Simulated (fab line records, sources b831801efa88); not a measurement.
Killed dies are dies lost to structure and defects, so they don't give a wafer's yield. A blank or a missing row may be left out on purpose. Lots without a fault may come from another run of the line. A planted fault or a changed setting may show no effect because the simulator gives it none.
A struck lot beside a sound one | flow sky130 | 18 steps out of a route of 708
Sound: wafers L322.1, L322.5, L322.6. Struck: wafers L334.2, L334.4, L334.5. The cause comes at the end.
At each step with rows: each side's tool, then ch and its chambers, then its first start. Under that, the readings that differ: sound wafers | struck wafers | difference of the means | sigmas: that difference in standard deviations of wafers without a fault.
alike: readings whose means differ by less than 2 such deviations, and words and numbers that are the same on both sides. not compared: withheld readings, readings that some wafer has no value for, bounds like >300 that may hide the same value, and numbers for which the record gives no deviation and whose values overlap.
The two part at a step that has a row with sigmas, a row that says differs or no value, or rows on one side only. Numbers that don't overlap but have no deviation are shown without sigmas and don't part them. A reading that every wafer of one side lacks parts them only if that side has two wafers or more.

SKY_LDD_HVP_STRIP_09: strips in O2/N2.
  sound on plasma_asher-03 ch 0,1, day 21 17:39; struck on plasma_asher-03 ch 0,1, day 26 07:58
  alike: drypump_motor_current_A, oes_product_au, strip_time_to_endpoint_s
  not compared: rf_hours_counter_h
SKY_LDD_HVP_TW_MEAS_10:
  sound on film_metro-04, day 21 17:45; struck on film_metro-01, day 26 08:05
  alike: LDD_HVP_TW
then, 7 steps without rows for these wafers: SKY_LDD_LDN_DEHYDRATE_00 (time 60 s); SKY_LDD_LDN_HMDS_01 (prime time 60 s); SKY_LDD_LDN_COAT_02 (resist thk 1140 nm); SKY_LDD_LDN_SOFTBAKE_03 (time 60 s); SKY_LDD_LDN_EXPOSE_04 (exposes mask LDNTM, target cd 700 nm); SKY_LDD_LDN_PEB_05; SKY_LDD_LDN_DEVELOP_06 (develop time 60 s).
SKY_LDD_LDN_OVL_MEAS_07:
  sound on overlay-01, day 23 00:11; struck on overlay-02, day 27 11:22
  alike: LDD_LDN_OVL
then, 2 steps without rows for these wafers: SKY_LDD_LDN_IMPLANT_08; SKY_LDD_LDN_IMPLANT_09.
SKY_LDD_LDN_IMPLANT_10:
  sound on implanter-04 ch 0, day 23 00:31; struck on implanter-04 ch 0, day 27 11:44
  reading            | sound                            | struck                        | difference | sigmas
  dose_ions_cm2      | 1.2507e+13 1.2474e+13 1.2492e+13 | 1.243e+12 1.233e+12 1.253e+12 | -1.125e+13 | -99 or more
  faraday_current_uA | 69.6 70.9 72.0                   | 7.2 7.2 7.0                   | -63.7      | -42
then, 1 step without rows for these wafers: SKY_LDD_LDN_IMPLANT_11.
SKY_LDD_LDN_STRIP_12: strips in O2/N2.
  sound on plasma_asher-02 ch 0,1, day 23 00:49; struck on plasma_asher-04 ch 0,1, day 27 12:00
  alike: drypump_motor_current_A, oes_product_au, strip_time_to_endpoint_s
  not compared: rf_hours_counter_h
SKY_LDD_LDN_TW_MEAS_13:
  sound on film_metro-04, day 23 00:55; struck on film_metro-04, day 27 12:07
  reading    | sound          | struck         | difference | sigmas
  LDD_LDN_TW | 1476 1473 1475 | 1380 1379 1382 | -94        | -9
then, 1 step without rows for these wafers: SKY_LDD_LDN_CLEAN_14 (cleans in SC1/SC2, time 150 s).
-- the record jumps here: 21 days lie between the struck wafers' starts before and after (it left off in module LDD_LDN and takes up again in module PAD_OPEN, whose first step shown is number 708 of the route) --
SKY_PAD_OPEN_PROBE_99:
  sound on prober-02, day 45 21:53; struck on prober-01, day 48 20:33
  reading                         | sound          | struck         | difference | sigmas
  model.etest.tip_sonos.rs_ohm_sq | 2729 2620 2690 | 3164 3083 3173 | +460       |
  alike: killed_at_M0_to_M3, killed_at_M4_up, killed_at_contacts, killed_at_front_end, killed_at_other, killed_dies, killed_on_rim, killed_open, killed_short

WHERE THEY PART
First at SKY_LDD_LDN_IMPLANT_10; last, within this record, at SKY_LDD_LDN_TW_MEAS_13. Later steps at which nothing parts them and some readings are alike: SKY_PAD_OPEN_PROBE_99.

WHY: what the simulator had put in
Process parameter drift: implanter-04, from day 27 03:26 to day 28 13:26, at SKY_LDD_LDN_IMPLANT_10. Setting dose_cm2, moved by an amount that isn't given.
